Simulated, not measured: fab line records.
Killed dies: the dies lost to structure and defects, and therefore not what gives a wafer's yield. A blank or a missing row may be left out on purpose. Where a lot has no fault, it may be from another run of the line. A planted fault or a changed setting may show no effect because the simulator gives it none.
Matching of chambers | flow gf180mcu | GF_V4_ETCH_16 on rie diel-01 has 4 sister chambers
The step etches BARC in N2/H2. 16 wafers are shown with their chamber, then 8 later ones without.

WAFERS WITH THEIR CHAMBER
wafer  | chamber | drypump motor current A (A) | oes product au (a.u.) | h2 flow sccm (sccm)
L077.1 | 0       | 5.4                         | 0.852                 | 199.8
L077.2 | 3       | 6.5                         | 0.858                 | 200.3
L077.4 | 3       | 6.5                         | 0.853                 | 199.4
L080.1 | 1       | 6.2                         | 0.855                 | 199.0
L080.3 | 0       | 5.4                         | 0.848                 | 199.1
L080.5 | 1       | 6.3                         | 0.852                 | 200.0
L085.4 | 1       | 6.3                         | 0.864                 | 200.8
L085.5 | 2       | 6.3                         | 0.853                 | 199.5
L085.6 | 3       | 6.5                         | 0.864                 | 200.3
L086.2 | 2       | 6.3                         | 0.863                 | 200.6
L086.4 | 3       | 6.5                         | 0.850                 | 199.3
L086.5 | 2       | 6.3                         | 0.848                 | 201.3
L089.1 | 3       | 6.5                         | 0.855                 | 200.3
L089.3 | 2       | 6.3                         | 0.846                 | 199.1
L089.4 | 3       | 6.5                         | 0.855                 | 198.5
L090.1 | 2       | 6.3                         | 0.856                 | 200.6

SIGNATURES, as means of the wafers listed above
reading                 | chamber 0 | chamber 1 | chamber 2 | chamber 3 | scatter within a chamber
drypump motor current A | 5.400     | 6.267     | 6.300     | 6.500     | 0.0236
oes product au          | 0.85000   | 0.85700   | 0.85320   | 0.85583   | 0.00565
h2 flow sccm            | 199.450   | 199.933   | 200.220   | 199.683   | 0.81
Rule: distance of a wafer from a chamber = root of the sum over the readings of ((wafer's reading minus chamber's mean) / reading's scatter) squared. The wafer belongs to the nearest chamber; if the next one is less than 2 further off, it can't be placed. How the scatter is found: for the shown wafers, subtract from each reading the mean of its chamber, square and add these, divide the total by (wafers less chambers), then take the root.

WAFERS WHOSE CHAMBER IS MISSING
wafer  | drypump motor current A (A) | oes product au (a.u.) | h2 flow sccm (sccm)
L090.3 | 6.5                         | 0.852                 | 199.9
L090.6 | 6.3                         | 0.855                 | 200.8
L093.3 | 6.3                         | 0.852                 | 199.4
L093.5 | 6.5                         | 0.855                 | 199.2
L093.6 | 6.2                         | 0.853                 | 201.5
L097.2 | 6.5                         | 0.858                 | 200.2
L097.3 | 6.3                         | 0.859                 | 200.5
L097.6 | 6.3                         | 0.865                 | 199.7

WHICH CHAMBER EACH ONE RAN IN
wafer  | from the rows above     | in truth
L090.3 | 3                       | 3
L090.6 | can't be placed: 2 or 1 | 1
L093.3 | can't be placed: 2 or 1 | 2
L093.5 | 3                       | 3
L093.6 | can't be placed: 1 or 2 | 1
L097.2 | 3                       | 3
L097.3 | can't be placed: 2 or 1 | 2
L097.6 | can't be placed: 1 or 2 | 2
3 of 8 placed correctly. These rows do not allow placing 5 (true chamber among the candidates in 5). 0 placed wrongly.
